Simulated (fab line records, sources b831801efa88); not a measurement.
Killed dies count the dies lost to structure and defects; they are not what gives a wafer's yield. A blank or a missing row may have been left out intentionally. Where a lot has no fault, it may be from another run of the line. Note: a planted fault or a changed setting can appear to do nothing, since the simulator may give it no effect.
Chamber matching || flow sky130 || 4 sister chambers for SKY_CONTACT_CMP_27 on cmp-02
The step polishes, stops on SiO2, t overpolish 15 s, target thk 0 nm. 20 wafers are shown with their chamber, then 10 later ones without.

## WAFERS PAIRED WITH THEIR CHAMBERS
{"wafer": "L076.1", "chamber": 3, "motorCurrentA (A)": 11.8, "timeToEndpointS (s)": 85, "platenRpm (rpm)": 59.89}
{"wafer": "L076.3", "chamber": 0, "motorCurrentA (A)": 9.6, "timeToEndpointS (s)": 83, "platenRpm (rpm)": 60.01}
{"wafer": "L076.5", "chamber": 1, "motorCurrentA (A)": 11.8, "timeToEndpointS (s)": 85, "platenRpm (rpm)": 60.03}
{"wafer": "L077.1", "chamber": 0, "motorCurrentA (A)": 10.1, "timeToEndpointS (s)": 80, "platenRpm (rpm)": 59.96}
{"wafer": "L077.4", "chamber": 1, "motorCurrentA (A)": 11.7, "timeToEndpointS (s)": 87, "platenRpm (rpm)": 60.04}
{"wafer": "L077.5", "chamber": 3, "motorCurrentA (A)": 12.5, "timeToEndpointS (s)": 84, "platenRpm (rpm)": 59.97}
{"wafer": "L079.2", "chamber": 2, "motorCurrentA (A)": 10.6, "timeToEndpointS (s)": 86, "platenRpm (rpm)": 59.96}
{"wafer": "L079.3", "chamber": 3, "motorCurrentA (A)": 12.5, "timeToEndpointS (s)": 80, "platenRpm (rpm)": 59.92}
{"wafer": "L079.4", "chamber": 0, "motorCurrentA (A)": 10.5, "timeToEndpointS (s)": 76, "platenRpm (rpm)": 59.97}
{"wafer": "L080.1", "chamber": 2, "motorCurrentA (A)": 10.2, "timeToEndpointS (s)": 84, "platenRpm (rpm)": 59.99}
{"wafer": "L080.2", "chamber": 1, "motorCurrentA (A)": 11.5, "timeToEndpointS (s)": 80, "platenRpm (rpm)": 60.13}
{"wafer": "L080.3", "chamber": 3, "motorCurrentA (A)": 11.9, "timeToEndpointS (s)": 80, "platenRpm (rpm)": 60.04}
{"wafer": "L083.3", "chamber": 0, "motorCurrentA (A)": 10.3, "timeToEndpointS (s)": 77, "platenRpm (rpm)": 60.04}
{"wafer": "L083.4", "chamber": 2, "motorCurrentA (A)": 9.8, "timeToEndpointS (s)": 85, "platenRpm (rpm)": 59.97}
{"wafer": "L083.6", "chamber": 1, "motorCurrentA (A)": 11.9, "timeToEndpointS (s)": 86, "platenRpm (rpm)": 59.96}
{"wafer": "L086.1", "chamber": 1, "motorCurrentA (A)": 11.2, "timeToEndpointS (s)": 81, "platenRpm (rpm)": 60.01}
{"wafer": "L086.3", "chamber": 3, "motorCurrentA (A)": 12.0, "timeToEndpointS (s)": 80, "platenRpm (rpm)": 60.03}
{"wafer": "L086.5", "chamber": 1, "motorCurrentA (A)": 12.2, "timeToEndpointS (s)": 84, "platenRpm (rpm)": 59.97}
{"wafer": "L090.1", "chamber": 0, "motorCurrentA (A)": 10.2, "timeToEndpointS (s)": 80, "platenRpm (rpm)": 60.00}
{"wafer": "L090.3", "chamber": 2, "motorCurrentA (A)": 10.0, "timeToEndpointS (s)": 87, "platenRpm (rpm)": 59.97}

SIGNATURES, as means of the wafers listed above
{"reading": "motorCurrentA", "chamber 0": 10.140, "chamber 1": 11.717, "chamber 2": 10.150, "chamber 3": 12.140, "scatter within a chamber": 0.339}
{"reading": "timeToEndpointS", "chamber 0": 79.20, "chamber 1": 83.83, "chamber 2": 85.50, "chamber 3": 81.80, "scatter within a chamber": 2.49}
{"reading": "platenRpm", "chamber 0": 59.9960, "chamber 1": 60.0233, "chamber 2": 59.9725, "chamber 3": 59.9700, "scatter within a chamber": 0.0505}
Rule: for each reading, subtract the chamber's mean from the wafer's reading, divide by that reading's scatter and square the result; add these up over the readings and take the root, which gives the wafer's distance from the chamber. If the next closest chamber is less than 2 further off than the closest, the wafer can't be placed; otherwise it belongs to the closest. The scatter is the square root of a quotient: the sum, over the shown wafers, of each reading's squared deviation from its chamber's mean, divided by wafers minus chambers.

## WAFERS WHOSE CHAMBER IS MISSING
{"wafer": "L090.5", "motorCurrentA (A)": 10.1, "timeToEndpointS (s)": 83, "platenRpm (rpm)": 59.96}
{"wafer": "L094.3", "motorCurrentA (A)": 10.0, "timeToEndpointS (s)": 78, "platenRpm (rpm)": 60.00}
{"wafer": "L094.4", "motorCurrentA (A)": 12.2, "timeToEndpointS (s)": 81, "platenRpm (rpm)": 59.95}
{"wafer": "L094.6", "motorCurrentA (A)": 11.6, "timeToEndpointS (s)": 83, "platenRpm (rpm)": 60.02}
{"wafer": "L092.1", "motorCurrentA (A)": 9.8, "timeToEndpointS (s)": 76, "platenRpm (rpm)": 59.97}
{"wafer": "L092.3", "motorCurrentA (A)": 10.5, "timeToEndpointS (s)": 82, "platenRpm (rpm)": 60.06}
{"wafer": "L092.6", "motorCurrentA (A)": 12.2, "timeToEndpointS (s)": 81, "platenRpm (rpm)": 59.96}
{"wafer": "L096.1", "motorCurrentA (A)": 12.4, "timeToEndpointS (s)": 85, "platenRpm (rpm)": 60.05}
{"wafer": "L096.4", "motorCurrentA (A)": 10.7, "timeToEndpointS (s)": 83, "platenRpm (rpm)": 59.98}
{"wafer": "L096.6", "motorCurrentA (A)": 11.3, "timeToEndpointS (s)": 86, "platenRpm (rpm)": 60.01}

## THE CHAMBER EACH PASSED THROUGH
{"wafer": "L090.5", "from the rows above": "can't be placed: 2 or 0", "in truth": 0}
{"wafer": "L094.3", "from the rows above": 0, "in truth": 0}
{"wafer": "L094.4", "from the rows above": "can't be placed: 3 or 1", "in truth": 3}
{"wafer": "L094.6", "from the rows above": "can't be placed: 1 or 3", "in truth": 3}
{"wafer": "L092.1", "from the rows above": 0, "in truth": 0}
{"wafer": "L092.3", "from the rows above": "can't be placed: 0 or 2 or 1", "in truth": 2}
{"wafer": "L092.6", "from the rows above": "can't be placed: 3 or 1", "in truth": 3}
{"wafer": "L096.1", "from the rows above": "can't be placed: 1 or 3", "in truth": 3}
{"wafer": "L096.4", "from the rows above": "can't be placed: 2 or 0 or 1", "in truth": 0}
{"wafer": "L096.6", "from the rows above": "can't be placed: 1 or 3 or 2", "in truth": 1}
Placed correctly: 2 of 10. These rows do not allow placing 8 (true chamber among the candidates in 8). Number placed wrongly: 0.
